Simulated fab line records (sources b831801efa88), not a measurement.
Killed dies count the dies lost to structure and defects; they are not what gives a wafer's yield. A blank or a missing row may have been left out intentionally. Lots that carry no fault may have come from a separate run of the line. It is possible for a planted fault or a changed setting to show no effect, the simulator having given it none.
Comparing a struck lot with a sound one + flow sky130 + 15 out of 708 route steps
Sound: the wafers L109.1, L109.3, L109.6. Wafers struck: L122.1, L122.4, L122.6. Last of all comes the cause.
Each step with rows lists, per side, the tool, then ch with its chambers, then its first start. Under that, the readings that differ: sound wafers + struck wafers + difference of the means + sigmas: that difference in standard deviations of wafers without a fault.
alike: readings whose means differ by less than 2 such deviations, and words and numbers that are the same on both sides. not compared: withheld readings, readings that some wafer has no value for, bounds like >300 that may hide the same value, and numbers for which the record gives no deviation and whose values overlap.
A row with sigmas, a row that says differs or no value, or rows on one side alone: a step with any of these is where the two part. Numbers that have no deviation but don't overlap get no sigmas and don't part them. A reading that every wafer of one side lacks parts them only if that side has two wafers or more.

first, 3 steps without rows for these wafers: SKY_LDD_P_EXPOSE_04 (exposes mask PSDM, target cd 380 nm); SKY_LDD_P_PEB_05; SKY_LDD_P_DEVELOP_06 (develop time 60 s).
SKY_LDD_P_CD_MEAS_07: target cd 380 nm.
  sound on cd-sem-02, day 20 07:41; struck on cd-sem-01, day 25 22:41
  alike: cd-nm
SKY_LDD_P_OVL_MEAS_08:
  sound on overlay-02, day 20 07:49; struck on overlay-02, day 25 22:49
  alike: LDD_P_OVL
next, for these wafers, 1 step has no rows: SKY_LDD_P_IMPLANT_09.
SKY_LDD_P_STRIP_10: strips in O2/N2.
  sound on plasma-asher-04 ch 0,1, day 20 08:00; struck on plasma-asher-03 ch 0,1, day 25 23:00
  alike: drypump-motor-current-A, oes-product-au, strip-time-to-endpoint-s
  not compared: rf-hours-counter-h
SKY_LDD_P_TW_MEAS_11:
  sound on film-metro-02, day 20 08:06; struck on film-metro-04, day 25 23:06
  alike: LDD_P_TW
then, 4 steps without rows for these wafers: SKY_LDD_HVN_DEHYDRATE_00 (time 60 s); SKY_LDD_HVN_HMDS_01 (prime time 60 s); SKY_LDD_HVN_COAT_02 (resist thk 300 nm); SKY_LDD_HVN_SOFTBAKE_03 (time 60 s).
SKY_LDD_HVN_EXPOSE_04: exposes mask HVNTM, target cd 700 nm.
  sound on iline-stepper-02 ch 0, day 20 23:41; struck on iline-stepper-01 ch 0, day 26 13:37
| reading              | sound                | struck               | difference | sigmas |
|----------------------|----------------------|----------------------|------------|--------|
| exposure-dose-mJ-cm2 | 127.02 126.99 127.05 | 130.03 130.01 130.02 | +3.00      | +27    |
  alike: mask
next, for these wafers, 1 step has no rows: SKY_LDD_HVN_PEB_05.
-- the record jumps here: 24 days lie between the struck wafers' starts before and after (it left off in module LDD_HVN and takes up again in module PAD_OPEN, whose first step shown is number 708 of the route) --
SKY_PAD_OPEN_PROBE_99:
  sound on prober-02, day 46 14:19; struck on prober-02, day 50 06:31
  alike: killed_at_M0_to_M3, killed_at_M4_up, killed-at-contacts, killed-at-front-end, killed-at-other, killed-dies, killed-open, killed-short

## WHERE THEY PART
Within this record, at SKY_LDD_HVN_EXPOSE_04 only. Later steps at which nothing parts them and some readings are alike: SKY_PAD_OPEN_PROBE_99.

WHY: whatever the simulator had introduced
Process parameter drift: iline-stepper-01, from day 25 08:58 on, at SKY_LDD_HVN_EXPOSE_04. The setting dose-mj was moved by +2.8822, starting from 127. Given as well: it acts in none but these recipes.
